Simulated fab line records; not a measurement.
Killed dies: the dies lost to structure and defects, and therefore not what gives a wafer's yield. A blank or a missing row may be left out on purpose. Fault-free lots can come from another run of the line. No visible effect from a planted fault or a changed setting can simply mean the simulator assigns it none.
One fault seen from 2 desks	flow sky130	every desk sees just its own numbers, and what lay behind them comes last

== TOOL OWNER'S DESK, implanter-02 ==
The tool's own readings at SKY_NWELL_IMPLANT_11, given as means over the sampled wafers that have a number, one for each lot that went through this tool. Marked OUT: a lot whose mean sits more than 4 standard deviations from the usual mean, which makes it out of limits; the brackets give that distance.
Columns: A = beamEnergyKeV at SKY_NWELL_IMPLANT_11, usual 400.01; B = faradayCurrentUA at SKY_NWELL_IMPLANT_11, usual 107.4
lot	first seen here	A	B
L453	day 4 17:46	399.73	105.1
L462	day 7 17:35	330.45 (-99 or more) OUT	105.9
L464	day 7 20:24	330.50 (-99 or more) OUT	106.6
This desk's verdict: out of limits on L462, L464, starting with L462 at day 7 17:35 (beamEnergyKeV at SKY_NWELL_IMPLANT_11). In limits: L453.

== AT THE METROLOGY DESK ==
What the gauges read, lot by lot, whatever tool the lot ran on: means of the sampled wafers that have a number. Marked OUT: a lot whose mean sits more than 4 standard deviations from the usual mean, which makes it out of limits; the brackets give that distance.
Columns: A = INCOMING_BOW at SKY_FIELD_ISO_BOW_MEAS_00, usual 0 um; B = DNWELL_TW at SKY_DNWELL_TW_MEAS_09, usual 1114; C = NWELL_TW at SKY_NWELL_TW_MEAS_15, usual 1817; D = NWELL_RS at SKY_NWELL_RS_MEAS_29, usual 624.5 ohm/sq; E = VT_ADJUST_LVTN_01_OVL at SKY_VT_ADJUST_LVTN_OVL_MEAS_18, usual -0.6 nm
lot	first seen here	A	B	C	D	E
L452	day 1 10:01	-1	1124	1804	622.3	-0.4
L453	day 1 15:01	-5	1109	1826	626.3	-2.0
L454	day 1 20:02	-1	1111	1817	625.0	-0.8
L462	day 3 12:00	2	1099	1759	655.9 (+21) OUT	-0.8
L464	day 3 22:00	-1	1112	1757	654.1 (+20) OUT	1.1
L465	day 4 03:00	5	1099	1801	626.4	-0.1
L466	day 4 08:00	-1	1121	1835	625.8	-3.4
L467	day 4 13:00	1	1123	1798	625.1	0.5
L469	day 4 23:01	1	1113	1826	623.4	-0.3
L472	day 5 14:00	-2	1131	1833	623.9	0.2
L473	day 5 19:00	-4	1121	1833	622.5	-2.0
L474	day 6 00:01	-2	1095	1810	624.5	-2.4
L475	day 6 05:00	-2	1120	1824	624.8	-1.5
This desk's finding: out of limits on L462, L464; first on L462, day 8 14:58 (NWELL_RS at SKY_NWELL_RS_MEAS_29). In limits: L452, L453, L454, L465, L466, L467, L469, L472, L473, L474, L475.

== ALL TOGETHER ==
The tool owner's desk had the chance to raise an alarm at day 7 17:35 on L462, L464.
At day 8 14:58 the metrology desk could have sounded an alarm, on L462, L464.
On implanter-02, each named lot ran SKY_NWELL_IMPLANT_11.

== WHAT THE SIMULATOR PUT IN ==
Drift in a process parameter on implanter-02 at SKY_NWELL_IMPLANT_11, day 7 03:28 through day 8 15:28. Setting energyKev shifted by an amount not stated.
Lots struck among those shown: L462, L464.
Delay (hours) between the fault's onset and each desk's first out-of-limits reading: 14 at the tool owner's desk, 36 at the metrology desk.
